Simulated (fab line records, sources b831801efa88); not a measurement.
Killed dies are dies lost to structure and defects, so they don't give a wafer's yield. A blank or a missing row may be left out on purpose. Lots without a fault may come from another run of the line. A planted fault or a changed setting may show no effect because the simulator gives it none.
fab line records | flow sky130 | part 1 of 2: steps 1 to 28 of 42
record lots=5 wafers=15 last_day=50
route steps=708 shown VIA1@474 METAL2@483 VIA2@507
lots that met no fault: from a run of the same line without faults
start_h: hours from the record's first day to the start of the lot's first wafer shown | wait_h: hours since the lot's step before | " the same as in the row above | L1.1+2: a row that stands for several wafers | - no value, or no start given | * or withheld: withheld | < > ~ a bound
route shown NAME@n: a module of which the file shows steps, and the number in the route of the first | usual: mean/standard deviation of fault-free wafers | same: alike in all rows | chamber/n: place in a boat | sites: the reading at each site | _std_site: their standard deviation | _edge_site: outer sites' mean less inner sites' | radius_mm: how far each site lies from the wafer's centre | mask NAME#n: copy n | behind: the tool/chamber that last shaped the wafer | hold: why the lot was held/for how many hours/how that ended | device: the transistor (n, p or np) that didn't switch | end of line: the same wafers' tests at the end of the route | a step without rows: its recipe alone | killed: dies lost to structure and defects at the first sort, not the wafer's yield | map: a wafer's dies, x killed, . not, _ none there
set.NAME: the setting as run; set.NAME@STEP: as run at that earlier step | model.NAME: the simulator's own value behind a step, which no gauge read
lots at some steps of the route; a table a step, a row a wafer
services: from which hour (start_h, from the record's first day; less than 0 if before it) a tool's chamber was out of use, for how many hours, and why
## steps
# step SKY_VIA1_STRIP_16
# recipe chemistry=O2/N2 power_w=1400 pressure_mtorr=1500 platen_temp_c=withheld o2_flow_sccm=3000 n2_flow_sccm=300 overash_fraction=0.5
# usual drypump_motor_current_A=5.5/0.51 oes_product_au=0.416/0.0048 strip_time_to_endpoint_s=4.460/0.025
# columns lot.wafer tool chamber start_h wait_h drypump_motor_current_A oes_product_au rf_hours_counter_h strip_time_to_endpoint_s
L078.2 plasma_asher-03 0 827.30 0.0 6.1 0.409 68 4.478
L078.4 " 0 " " 6.1 0.419 - 4.516
L078.5 " 1 " " 5.1 0.416 - 4.470
L082.4 plasma_asher-03 0 848.14 0.1 6.1 0.426 - 4.450
L082.5 " 0 " " 6.1 0.415 - 4.429
L082.6 " 1 " " 5.1 0.423 - 4.448
L084.1 plasma_asher-01 0 871.86 0.0 5.7 0.408 43 4.416
L084.3 " 1 " " 5.0 0.414 - 4.436
L084.6 " 0 " " 5.7 0.415 - 4.469
L085.1 plasma_asher-01 0 873.51 0.0 5.7 0.410 43 4.453
L085.2 " 1 " " 5.0 0.416 43 4.498
L085.6 " 0 " " 5.7 0.415 - 4.478
L093.2 plasma_asher-01 1 946.65 0.0 5.0 0.409 51 4.463
L093.3 " 1 " " 4.9 0.418 - 4.442
L093.6 " 1 " " 5.0 0.413 - 4.441
# step SKY_VIA1_STRIP_17
# recipe chemistry=post_etch_residue_remover time_s=1200 temp_c=72.5
# columns lot.wafer tool chamber start_h wait_h
L078.2+4+5 wet_bench-02 2 827.40 0.1
L082.4+5+6 wet_bench-03 3 848.21 0.0
L084.1+3+6 wet_bench-02 0 871.96 0.1
L085.1+2+6 wet_bench-01 3 873.61 0.1
L093.2+3+6 wet_bench-02 2 946.75 0.1
# step SKY_VIA1_CLEAN_18
# recipe chemistry=IPA time_s=180 temp_c=25
# columns lot.wafer tool chamber start_h wait_h
L078.2+4+5 wet_bench-03 0 827.74 0.0
L082.4+5+6 wet_bench-01 2 848.58 0.0
L084.1+3+6 wet_bench-01 0 872.30 0.0
L085.1+2+6 wet_bench-03 2 873.98 0.0
L093.2+3+6 wet_bench-03 3 947.09 0.0
# step SKY_VIA1_CLEAN_19
# recipe chemistry=O3/DIW dry=n2_spin
# columns lot.wafer tool chamber start_h wait_h
L078.2+4+5 wet_bench-01 0 827.80 0.0
L082.4+5+6 wet_bench-03 3 848.70 0.0
L084.1+3+6 wet_bench-02 3 872.36 0.0
L085.1+2+6 wet_bench-02 2 874.04 0.0
L093.2+3+6 wet_bench-01 0 947.15 0.0
# step SKY_VIA1_SPUTTER_20
# recipe material=TiN target_thk_nm=20 chamber_pressure_pa=5 power_w=4000 time_s=80
# usual throttle_valve_pct=29.5/1.1
# columns lot.wafer tool chamber start_h wait_h throttle_valve_pct
L078.2 pvd_sputter-03 - 827.89 0.0 30.4
L078.4 " - " " 27.8
L078.5 " - " " 30.0
L082.4 pvd_sputter-04 - 848.80 0.0 29.8
L082.5 " - " " 27.5
L082.6 " - " " 29.8
L084.1 pvd_sputter-04 - 872.45 0.0 30.5
L084.3 " - " " 27.2
L084.6 " - " " 29.8
L085.1 pvd_sputter-04 - 874.14 0.0 29.8
L085.2 " - " " 27.5
L085.6 " - " " 29.2
L093.2 pvd_sputter-04 - 947.24 0.0 29.2
L093.3 " - " " 27.6
L093.6 " - " " 30.4
# step SKY_VIA1_CVD_21
# recipe material=W target_thk_nm=270 time_s=80.902 temp_c=400 pressure_torr=40
# usual heater_power_outer_w=550/80 heater_power_w=900/140
# columns lot.wafer tool chamber start_h wait_h heater_power_outer_w heater_power_w
L078.2 cvd_w-01 1 827.95 0.0 549 855
L078.4 " 0 " " 662 1059
L078.5 " 0 " " 631 1084
L082.4 cvd_w-01 0 848.89 0.1 650 1082
L082.5 " 1 " " 564 820
L082.6 " 0 " " 649 1095
L084.1 cvd_w-01 0 872.51 0.0 667 1092
L084.3 " 0 " " 655 1113
L084.6 " 0 " " 645 1104
L085.1 cvd_w-01 0 874.20 0.0 668 1091
L085.2 " 1 " " 570 852
L085.6 " 1 " " 559 880
L093.2 cvd_w-02 1 947.30 0.0 429 709
L093.3 " 0 " " 500 863
L093.6 " 0 " " 513 839
# step SKY_VIA1_RS_MEAS_22
# recipe thk_meas_gauge=four-point-probe reads=W_of_VIA1_CVD_21+TiN_of_VIA1_SPUTTER_20
# usual VIA1_W_RS=0.429/0.0039
# columns lot.wafer tool chamber start_h wait_h VIA1_W_RS[ohm/sq]
L078.2 film_metro-02 - 828.06 0.1 0.429
L078.4 " - " " 0.432
L078.5 " - " " 0.428
L082.4 film_metro-03 - 849.01 0.1 0.435
L082.5 " - " " 0.430
L082.6 " - " " 0.430
L084.1 film_metro-01 - 872.60 0.1 0.429
L084.3 " - " " 0.430
L084.6 " - " " 0.429
L085.1 film_metro-01 - 874.29 0.1 0.422
L085.2 " - " " 0.427
L085.6 " - " " 0.430
L093.2 film_metro-01 - 947.41 0.1 0.432
L093.3 " - " " 0.432
L093.6 " - " " 0.432
# step SKY_VIA1_THK_MEAS_23
# recipe thk_meas_gauge=xrf reads=W_of_VIA1_CVD_21
# usual VIA1_W_THK=264.2/2.8
# columns lot.wafer tool chamber start_h wait_h VIA1_W_THK[nm]
L078.2 film_metro-02 - 828.17 0.1 263.4
L078.4 " - " " 262.3
L078.5 " - " " 265.3
L082.4 film_metro-03 - 849.10 0.1 261.9
L082.5 " - " " 263.8
L082.6 " - " " 264.6
L084.1 film_metro-01 - 872.72 0.1 262.8
L084.3 " - " " 263.1
L084.6 " - " " 263.5
L085.1 film_metro-01 - 874.41 0.1 269.3
L085.2 " - " " 265.1
L085.6 " - " " 262.5
L093.2 film_metro-01 - 947.52 0.1 259.8
L093.3 " - " " 260.9
L093.6 " - " " 259.0
# step SKY_VIA1_CMP_24
# recipe stop_on=SiO2 t_overpolish_s=15 down_force_psi=3.5 platen_rpm=60 target_thk_nm=0 pad_velocity_m_s=0.94248
# usual motor_current_A=11.3/1.6 overpolish_run_s=15.000/0.0099 time_to_endpoint_s=66/4.6
# columns lot.wafer tool chamber start_h wait_h motor_current_A overpolish_run_s time_to_endpoint_s
L078.2 cmp-01 3 828.22 0.0 11.6 15.014 64
L078.4 " 1 " " 10.8 15.005 65
L078.5 " 0 " " 12.3 14.996 65
L082.4 cmp-02 3 849.18 0.1 14.8 14.985 67
L082.5 " 2 " " 11.0 15.018 63
L082.6 " 3 " " 14.2 15.004 67
L084.3 cmp-02 0 872.78 0.0 9.7 14.999 71
L084.1 " 3 " " 15.2 15.002 68
L084.6 " 0 " " 9.9 15.010 71
L085.1 cmp-02 0 874.47 0.1 9.4 15.003 74
L085.2 " 2 " " 12.1 15.003 63
L085.6 " 0 " " 9.7 15.004 73
L093.2 cmp-01 0 947.57 0.0 12.1 15.006 59
L093.3 " 1 " " 10.8 14.988 61
L093.6 " 0 " " 12.9 14.995 62
# step SKY_METAL2_SPUTTER_00
# recipe material=Ti target_thk_nm=15 power_w=3000 time_s=10 chamber_pressure_pa=0.4
# usual throttle_valve_pct=29.5/1.2
# columns lot.wafer tool chamber start_h wait_h throttle_valve_pct
L078.2 pvd_sputter-04 - 828.52 0.2 27.3
L078.4 " - " " 29.4
L078.5 " - " " 30.6
L082.4 pvd_sputter-04 - 849.43 0.2 29.8
L082.5 " - " " 27.4
L082.6 " - " " 30.8
L084.1 pvd_sputter-03 - 873.08 0.1 27.4
L084.3 " - " " 29.6
L084.6 " - " " 29.7
L085.1 pvd_sputter-03 - 874.77 0.2 29.2
L085.2 " - " " 30.0
L085.6 " - " " 29.4
L093.2 pvd_sputter-02 - 947.87 0.2 31.9
L093.3 " - " " 28.5
L093.6 " - " " 28.4
# step SKY_METAL2_SPUTTER_01
# recipe material=TiN target_thk_nm=20 power_w=6500 time_s=16.7 chamber_pressure_pa=0.4
# usual throttle_valve_pct=29.5/1.2
# columns lot.wafer tool chamber start_h wait_h throttle_valve_pct
L078.2 pvd_sputter-04 - 828.54 0.0 27.4
L078.4 " - " " 29.3
L078.5 " - " " 30.3
L082.4 pvd_sputter-04 - 849.45 0.0 29.9
L082.5 " - " " 27.7
L082.6 " - " " 30.2
L084.1 pvd_sputter-03 - 873.10 0.0 27.9
L084.3 " - " " 29.8
L084.6 " - " " 29.6
L085.1 pvd_sputter-03 - 874.79 0.0 29.5
L085.2 " - " " 30.4
L085.6 " - " " 29.5
L093.2 pvd_sputter-02 - 947.89 0.0 32.3
L093.3 " - " " 28.7
L093.6 " - " " 28.4
# step SKY_METAL2_SPUTTER_02
# recipe material=AlCu target_thk_nm=250 power_w=10600 time_s=13.3 chamber_pressure_pa=0.4
# usual throttle_valve_pct=29.5/1.2
# columns lot.wafer tool chamber start_h wait_h throttle_valve_pct
L078.2 pvd_sputter-04 - 828.57 0.0 27.4
L078.4 " - " " 29.1
L078.5 " - " " 30.6
L082.4 pvd_sputter-04 - 849.48 0.0 29.9
L082.5 " - " " 27.4
L082.6 " - " " 30.4
L084.1 pvd_sputter-03 - 873.13 0.0 27.5
L084.3 " - " " 29.2
L084.6 " - " " 29.5
L085.1 pvd_sputter-03 - 874.82 0.0 29.3
L085.2 " - " " 30.2
L085.6 " - " " 29.4
L093.2 pvd_sputter-02 - 947.92 0.0 31.9
L093.3 " - " " 28.4
L093.6 " - " " 28.6
# step SKY_METAL2_SPUTTER_03
# recipe material=Ti target_thk_nm=5 power_w=3000 time_s=3.3 chamber_pressure_pa=0.4
# usual throttle_valve_pct=29.5/1.2
# columns lot.wafer tool chamber start_h wait_h throttle_valve_pct
L078.2 pvd_sputter-04 - 828.59 0.0 27.3
L078.4 " - " " 29.2
L078.5 " - " " 30.5
L082.4 pvd_sputter-04 - 849.50 0.0 29.8
L082.5 " - " " 27.4
L082.6 " - " " 30.5
L084.1 pvd_sputter-03 - 873.15 0.0 27.5
L084.3 " - " " 29.7
L084.6 " - " " 29.8
L085.1 pvd_sputter-03 - 874.84 0.0 29.4
L085.2 " - " " 30.0
L085.6 " - " " 29.3
L093.2 pvd_sputter-02 - 947.94 0.0 32.3
L093.3 " - " " 28.5
L093.6 " - " " 28.4
# step SKY_METAL2_SPUTTER_04
# recipe material=TiN target_thk_nm=70 power_w=6500 time_s=58.3 chamber_pressure_pa=0.4
# usual throttle_valve_pct=29.5/1.2
# columns lot.wafer tool chamber start_h wait_h throttle_valve_pct
L078.2 pvd_sputter-04 - 828.61 0.0 27.1
L078.4 " - " " 29.3
L078.5 " - " " 30.4
L082.4 pvd_sputter-04 - 849.52 0.0 29.8
L082.5 " - " " 27.4
L082.6 " - " " 30.3
L084.1 pvd_sputter-03 - 873.17 0.0 27.7
L084.3 " - " " 29.7
L084.6 " - " " 29.9
L085.1 pvd_sputter-03 - 874.86 0.0 29.2
L085.2 " - " " 30.3
L085.6 " - " " 29.5
L093.2 pvd_sputter-02 - 947.96 0.0 32.1
L093.3 " - " " 28.2
L093.6 " - " " 28.7
# step SKY_METAL2_RS_MEAS_05
# recipe thk_meas_gauge=four-point-probe reads=TiN_of_METAL2_SPUTTER_04+Ti_of_METAL2_SPUTTER_03+AlCu_of_METAL2_SPUTTER_02+TiN_of_METAL2_SPUTTER_01+Ti_of_METAL2_SPUTTER_00
# usual METAL2_ALCU_RS=0.1272/0.0015
# columns lot.wafer tool chamber start_h wait_h METAL2_ALCU_RS[ohm/sq]
L078.2 film_metro-02 - 828.68 0.0 0.1271
L078.4 " - " " 0.1270
L078.5 " - " " 0.1268
L082.4 film_metro-01 - 849.63 0.1 0.1288
L082.5 " - " " 0.1277
L082.6 " - " " 0.1270
L084.1 film_metro-01 - 873.22 0.0 0.1276
L084.3 " - " " 0.1272
L084.6 " - " " 0.1281
L085.1 film_metro-01 - 874.91 0.0 0.1274
L085.2 " - " " 0.1270
L085.6 " - " " 0.1280
L093.2 film_metro-02 - 948.03 0.0 0.1266
L093.3 " - " " 0.1286
L093.6 " - " " 0.1279
# step SKY_METAL2_THK_MEAS_06
# recipe thk_meas_gauge=xrf reads=AlCu_of_METAL2_SPUTTER_02
# usual METAL2_ALCU_THK=251/3.1
# columns lot.wafer tool chamber start_h wait_h METAL2_ALCU_THK[nm]
L078.2 film_metro-02 - 828.79 0.1 252
L078.4 " - " " 254
L078.5 " - " " 255
L082.4 film_metro-01 - 849.72 0.1 246
L082.5 " - " " 251
L082.6 " - " " 251
L084.1 film_metro-01 - 873.34 0.1 250
L084.3 " - " " 248
L084.6 " - " " 249
L085.1 film_metro-01 - 875.03 0.1 248
L085.2 " - " " 252
L085.6 " - " " 247
L093.2 film_metro-02 - 948.14 0.1 251
L093.3 " - " " 249
L093.6 " - " " 250
# step SKY_METAL2_DEHYDRATE_07
# recipe temp_c=200 time_s=60
# columns lot.wafer tool chamber start_h wait_h
L078.2+4+5 litho_track-04 0 841.54 12.7
L082.4+5+6 litho_track-01 0 861.79 12.1
L084.1+3+6 litho_track-03 0 885.80 12.5
L085.1+2+6 litho_track-04 0 887.41 12.4
L093.2+3+6 litho_track-03 0 959.73 11.6
# step SKY_METAL2_HMDS_08
# recipe prime_time_s=60 prime_temp_c=120
# columns lot.wafer tool chamber start_h wait_h
L078.2+4+5 litho_track-04 0 841.69 0.1
L082.4+5+6 litho_track-01 0 861.94 0.1
L084.1+3+6 litho_track-03 0 885.95 0.1
L085.1+2+6 litho_track-04 0 887.56 0.1
L093.2+3+6 litho_track-03 0 959.88 0.1
# step SKY_METAL2_COAT_09
# recipe resist=BARC temp_c=withheld time_s=withheld spin_rpm=3000 resist_thk_nm=60
# columns lot.wafer tool chamber start_h wait_h
L078.2+4+5 litho_track-04 0 841.84 0.1
L082.4+5+6 litho_track-01 0 862.09 0.1
L084.1+3+6 litho_track-03 0 886.10 0.1
L085.1+2+6 litho_track-04 0 887.71 0.1
L093.2+3+6 litho_track-03 0 960.03 0.1
# step SKY_METAL2_COAT_10
# recipe resist=KrF-thick spin_rpm=3000 resist_thk_nm=450
# columns lot.wafer tool chamber start_h wait_h
L078.2+4+5 litho_track-04 0 - -
L082.4+5+6 litho_track-01 0 - -
L084.1+3+6 litho_track-03 0 - -
L085.1+2+6 litho_track-04 0 - -
L093.2+3+6 litho_track-03 0 - -
# step SKY_METAL2_SOFTBAKE_11
# recipe temp_c=100 time_s=90 resist=KrF-thick
# columns lot.wafer tool chamber start_h wait_h
L078.2+4+5 litho_track-04 0 - -
L082.4+5+6 litho_track-01 0 - -
L084.1+3+6 litho_track-03 0 - -
L085.1+2+6 litho_track-04 0 - -
L093.2+3+6 litho_track-03 0 - -
# step SKY_METAL2_EXPOSE_12
# recipe mask_id=MM2 na=0.8 source_shape=annular sigma_inner=0.55 sigma_outer=0.85 target_cd_nm=140 dose_mj=28
# same sigma_outer=0.85
# columns lot.wafer tool chamber start_h wait_h mask
L078.2+4+5 krf_scanner-02 0 - - MM2#0
L082.4+5+6 krf_scanner-01 0 - - MM2#0
L084.1+3+6 krf_scanner-01 0 - - MM2#0
L085.1+2+6 krf_scanner-01 0 - - MM2#0
L093.2+3+6 krf_scanner-01 0 - - MM2#0
# step SKY_METAL2_PEB_13
# recipe peb_temp_c=withheld peb_time_s=withheld resist=KrF-thick
# columns lot.wafer tool chamber start_h wait_h
L078.2+4+5 litho_track-01 0 - -
L082.4+5+6 litho_track-03 0 - -
L084.1+3+6 litho_track-03 0 - -
L085.1+2+6 litho_track-01 0 - -
L093.2+3+6 litho_track-03 0 - -
# step SKY_METAL2_DEVELOP_14
# recipe develop_time_s=60 resist=KrF-thick dev_temp_c=21
# same develop_time_s=60
# columns lot.wafer tool chamber start_h wait_h
L078.2+4+5 litho_track-01 0 - -
L082.4+5+6 litho_track-03 0 - -
L084.1+3+6 litho_track-03 0 - -
L085.1+2+6 litho_track-01 0 - -
L093.2+3+6 litho_track-03 0 - -
# step SKY_METAL2_CD_MEAS_15
# recipe target_cd_nm=140
# usual cd_nm=139.8/1.8
# columns lot.wafer tool chamber start_h wait_h cd_nm
L078.2 cd_sem-02 - 854.99 - 138.3
L078.4 " - " " 137.5
L078.5 " - " " 139.3
L082.4 cd_sem-02 - 875.36 - 139.9
L082.5 " - " " 140.6
L082.6 " - " " 138.8
L084.1 cd_sem-01 - 899.20 - 139.1
L084.3 " - " " 139.4
L084.6 " - " " 140.1
L085.1 cd_sem-02 - 900.22 - 139.8
L085.2 " - " " 140.2
L085.6 " - " " 139.5
L093.2 cd_sem-02 - 972.27 - 141.0
L093.3 " - " " 142.1
L093.6 " - " " 140.6
# step SKY_METAL2_OVL_MEAS_16
# usual METAL2_OVL=-2/5.2
# columns lot.wafer tool chamber start_h wait_h METAL2_OVL[nm]
L078.2 overlay-02 - 855.09 0.1 1
L078.4 " - " " 3
L078.5 " - " " -3
L082.4 overlay-02 - 875.44 0.1 2
L082.5 " - " " -1
L082.6 " - " " -3
L084.1 overlay-01 - 899.32 0.1 -6
L084.3 " - " " 2
L084.6 " - " " -5
L085.1 overlay-01 - 900.34 0.1 -4
L085.2 " - " " 2
L085.6 " - " " -2
L093.2 overlay-02 - 972.38 0.1 3
L093.3 " - " " -6
L093.6 " - " " 4
# step SKY_METAL2_DESCUM_17
# recipe chemistry=O2 source_power_w=150 bias_power_w=0 pressure_mtorr=10 temp_c=40 time_s=8
# usual drypump_motor_current_A=5.71/0.23 oes_product_au=1.000/0.011
# columns lot.wafer tool chamber start_h wait_h drypump_motor_current_A oes_product_au rf_hours_counter_h
L078.2 rie_metal-03 0 855.12 0.0 5.38 1.005 13
L078.4 " 0 " " 5.37 1.004 -
L078.5 " 1 " " 5.77 1.007 -
L082.4 rie_metal-04 1 875.47 0.0 5.54 0.996 -
L082.5 " 1 " " 5.55 0.994 -
L082.6 " 0 " " 6.16 0.975 -
L084.1 rie_metal-04 0 899.36 0.0 6.17 0.983 12
L084.3 " 0 " " 6.17 0.990 -
L084.6 " 1 " " 5.53 1.000 -
L085.1 rie_metal-03 0 900.38 0.0 5.38 1.004 15
L085.2 " 1 " " 5.78 1.005 17
L085.6 " 1 " " 5.79 1.011 -
L093.2 rie_metal-03 1 972.41 0.0 5.79 0.976 1
L093.3 " 0 " " 5.38 0.995 -
L093.6 " 1 " " 5.78 0.987 -
# step SKY_METAL2_ETCH_18
# recipe chemistry=N2/H2 target=BARC ion_energy_ev=200 bias_w=100 pressure_mtorr=30 n2_flow_sccm=100 h2_flow_sccm=200 icp_w=500 stop_on=SiO2 time_s=45.9 target_depth_a=600
# usual drypump_motor_current_A=5.72/0.23 oes_product_au=0.855/0.0045 throttle_valve_pct=13.225/0.009
# columns lot.wafer tool chamber start_h wait_h drypump_motor_current_A oes_product_au rf_hours_counter_h throttle_valve_pct
L078.2 rie_metal-03 0 855.16 0.0 5.39 0.861 13 13.217
L078.4 " 0 " " 5.39 0.854 - 13.217
L078.5 " 1 " " 5.76 0.857 - 13.229
L082.4 rie_metal-04 1 875.51 0.0 5.56 0.850 - 13.222
L082.5 " 1 " " 5.55 0.849 - 13.214
L082.6 " 0 " " 6.18 0.853 - 13.216
L084.1 rie_metal-04 0 899.39 0.0 6.18 0.857 12 13.218
L084.3 " 0 " " 6.20 0.847 - 13.230
L084.6 " 1 " " 5.58 0.864 - 13.216
L085.1 rie_metal-03 0 900.41 0.0 5.39 0.848 15 13.219
L085.2 " 1 " " 5.77 0.861 17 13.234
L085.6 " 1 " " 5.77 0.854 - 13.222
L093.2 rie_metal-03 1 972.44 0.0 5.79 0.859 1 13.223
L093.3 " 0 " " 5.41 0.849 - 13.197
L093.6 " 1 " " 5.81 0.853 - 13.226
